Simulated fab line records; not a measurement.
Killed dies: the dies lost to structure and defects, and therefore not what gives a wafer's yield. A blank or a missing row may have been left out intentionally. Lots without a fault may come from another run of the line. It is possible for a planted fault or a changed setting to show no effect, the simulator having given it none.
Problem report in the 8D (eight disciplines) form, filled by code    flow sky130    the parts of the form that need people (team, actions taken, sign-off) are left out

== 1. THE PROBLEM ==
bias-w at SKY_POLY_GATE_ETCH_17 reads a mean of 112.40 W on 1 wafer of 1 lot; wafers without a fault read 99.99 W with a standard deviation of 0.24. Relative to the usual mean, that is a shift of +52 standard deviations.
The step: etches poly-Si in HBr/Cl2, stops on SiO2, target depth 180 nm, time 70.5 s.
Seen first at day 20 20:33 on rie-si-02, wafer L636.3. The record holds 15 wafers of 5 lots with a number at this step. The rule behind "out" and "out of limits": a value lying over 4 standard deviations away from the usual mean. The other wafers with a number count as sound.

== 2. WHAT IT IS AND WHAT IT IS NOT ==
question                     is                 is not
which readings at this step  bias-w             drypump-motor-current-A, oes-product-au, throttle-valve-pct
which lots                   L636               L626, L630, L645, L647
which wafers of those lots   L636.3             L636.5, L636.6
read on which tools          rie-si-02          rie-si-01
when                         from day 20 20:33  up to then (8 sound wafers); but 6 sound wafers of L645, L647 came after

== 3. SUSPECTS, AND WHAT RULES EACH OUT ==
Counting: any tool at a process step up to the reading remains a suspect provided it ran every lot that is out. Sound lots after the first of them don't rule it out here, since some wafers of a struck lot are sound.
- rie-diel-02 at SKY_POLY_GATE_ETCH_15 (etches BARC in N2/H2, stops on SiO2, time 118.5 s, target depth 110 nm): kept. L636, the lot that is out, went through it at day 20 20:22; up to then, the latest sound lot through it was L630 at day 18 15:59.
- rie-diel-02 at SKY_POLY_GATE_ETCH_16 (etches Si3N4 in CH3F/O2, stops on poly-Si, time 147.5 s, target depth 75 nm): kept. L636, the lot that is out, went through it at day 20 20:27; up to then, the latest sound lot through it was L630 at day 18 16:04.
- rie-si-02 at SKY_POLY_GATE_ETCH_17 (etches poly-Si in HBr/Cl2, stops on SiO2, target depth 180 nm, time 70.5 s): kept. L636, the lot that is out, went through it at day 20 20:33; up to then, the latest sound lot through it was L630 at day 18 16:10. On those wafers its own readings are out: bias-w.
- Within rie-diel-02 at SKY_POLY_GATE_ETCH_15: the wafers that are out ran in chamber 0; their sound lot-mates ran in chambers 2, 3.
- Within rie-diel-02 at SKY_POLY_GATE_ETCH_16: the wafers that are out ran in chamber 0; their sound lot-mates ran in chambers 2, 3.
- Within rie-si-02 at SKY_POLY_GATE_ETCH_17: the wafers that are out ran in chamber 2; their sound lot-mates ran in chambers 0, 3.
Still standing after the count: rie-diel-02 at SKY_POLY_GATE_ETCH_15, rie-diel-02 at SKY_POLY_GATE_ETCH_16, rie-si-02 at SKY_POLY_GATE_ETCH_17.

== 4. THE CAUSE (what the simulator had put in) ==
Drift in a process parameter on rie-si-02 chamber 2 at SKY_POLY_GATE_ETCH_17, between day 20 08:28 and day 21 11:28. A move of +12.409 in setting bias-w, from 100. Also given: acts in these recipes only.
Of the 3 suspects that counting leaves, this tool is one.

== 5. THE CHAIN OF EFFECTS, in route order ==
Rows list readings where the struck wafers' mean (over those with a number) sits beyond 3 standard deviations from the usual. Only readings whose record carries a usual standard deviation are examined. hours: median over the lots of the time between each lot's start at the first step of this table that gives one and its start at this step. sigmas: the change, counted in usual standard deviations.
hours  step                   reading  usual    on struck wafers  change  sigmas
0      SKY_POLY_GATE_ETCH_17  bias-w   99.99 W  112.40            +12.41  +52
It contains these process steps:
- SKY_POLY_GATE_ETCH_17: etches poly-Si in HBr/Cl2, stops on SiO2, target depth 180 nm, time 70.5 s.

== 6. WHAT WOULD HAVE CAUGHT IT SOONER ==
12 hours passed between the start of the fault at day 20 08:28 and the first reading out of limits in this record, taken at day 20 20:33.
